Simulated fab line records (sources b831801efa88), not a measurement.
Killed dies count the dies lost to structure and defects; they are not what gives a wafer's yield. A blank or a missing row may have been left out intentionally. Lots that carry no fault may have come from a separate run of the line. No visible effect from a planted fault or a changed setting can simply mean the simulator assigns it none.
A struck lot beside a sound one | flow gf180mcu | 15 steps out of a route of 602
Sound: wafers L732.1, L732.3, L732.6. Struck: wafers L738.2, L738.3, L738.6. The cause is named last.
At each step with rows: each side's tool, then ch and its chambers, then its first start. Under that, the readings that differ: sound wafers | struck wafers | difference of the means | sigmas: that difference in standard deviations of wafers without a fault.
alike: a reading whose means differ by less than 2 such deviations, as well as words and numbers matching on both sides. not compared: withheld readings; readings where some wafer has no value; bounds like >300 that might hide an equal value; numbers whose values overlap and for which the record gives no deviation.
Wherever a step has rows on one side only, a row that says differs or no value, or a row with sigmas, the two part there. Numbers that don't overlap but have no deviation are shown without sigmas and don't part them. Lack of a reading on every wafer of one side parts them only where that side has two or more wafers.

first, 7 steps without rows for these wafers: GF_V3_HMDS_07 (prime time 60 s); GF_V3_COAT_08; GF_V3_COAT_09 (resist thk 1000 nm); GF_V3_SOFTBAKE_10 (time 60 s); GF_V3_EXPOSE_11 (exposes mask Via3, target cd 260 nm); GF_V3_PEB_12 (peb time 90 s); GF_V3_DEVELOP_13 (develop time 60 s).
GF_V3_CD_MEAS_14: the cd target is 260 nm.
  sound on cd sem-02, day 24 06:24; struck on cd sem-02, day 26 07:02
  alike: cd nm
GF_V3_OVL_MEAS_15:
  sound on overlay-01, day 24 06:31; struck on overlay-01, day 26 07:08
  alike: V3_OVL
GF_V3_ETCH_16: etches BARC in N2/H2.
  sound on rie diel-02 ch 0,3, day 24 06:33; struck on rie diel-03 ch 0,1,2, day 26 07:10
  alike: chamber pressure mTorr, drypump motor current A, oes product au, throttle valve pct
GF_V3_ETCH_17: etches SiO2 in C4F8/O2/Ar, stops on TiN, target depth 635 nm.
  sound: rie diel-02 ch 0,3; struck: rie diel-03 ch 0,1,2
  alike: chamber pressure mTorr, oes product au
GF_V3_STRIP_18: strips in O2/N2.
  sound on plasma asher-04 ch 0,1, day 24 06:41; struck on plasma asher-04 ch 0,1, day 26 07:18
  alike: chamber pressure mTorr, drypump motor current A, heater power w, oes product au
  not compared: rf hours counter h
GF_V3_STRIP_19: strips in post etch residue remover, time 1200 s.
  sound on wet bench-02 ch 2, day 24 06:47; struck on wet bench-04 ch 0, day 26 07:24
  no value came back on the struck wafers for bath guard temp C (C), bath heat duty pct (%), time s (s); on the sound wafers bath guard temp C (C) reads 73.2 73.3 73.0
then, 1 step without rows for these wafers: GF_V3_CLEAN_20 (cleans in DIW).
-- the record jumps here: 6 days lie between the struck wafers' starts before and after (it left off in module V3 and takes up again in module PASSIVATION, whose first step shown is number 602 of the route) --
GF_PASSIVATION_PROBE_99:
  sound on prober-01, day 30 15:04; struck on prober-02, day 32 06:37
  reading                       | sound             | struck            | difference | sigmas
  model.etest.via3 chain.rc ohm | 6.303 6.416 6.518 | 7.565 7.897 7.672 | +1.299     |

## WHERE THEY PART
Only at GF_V3_STRIP_19, as far as this record shows.

WHY: whatever the simulator had introduced
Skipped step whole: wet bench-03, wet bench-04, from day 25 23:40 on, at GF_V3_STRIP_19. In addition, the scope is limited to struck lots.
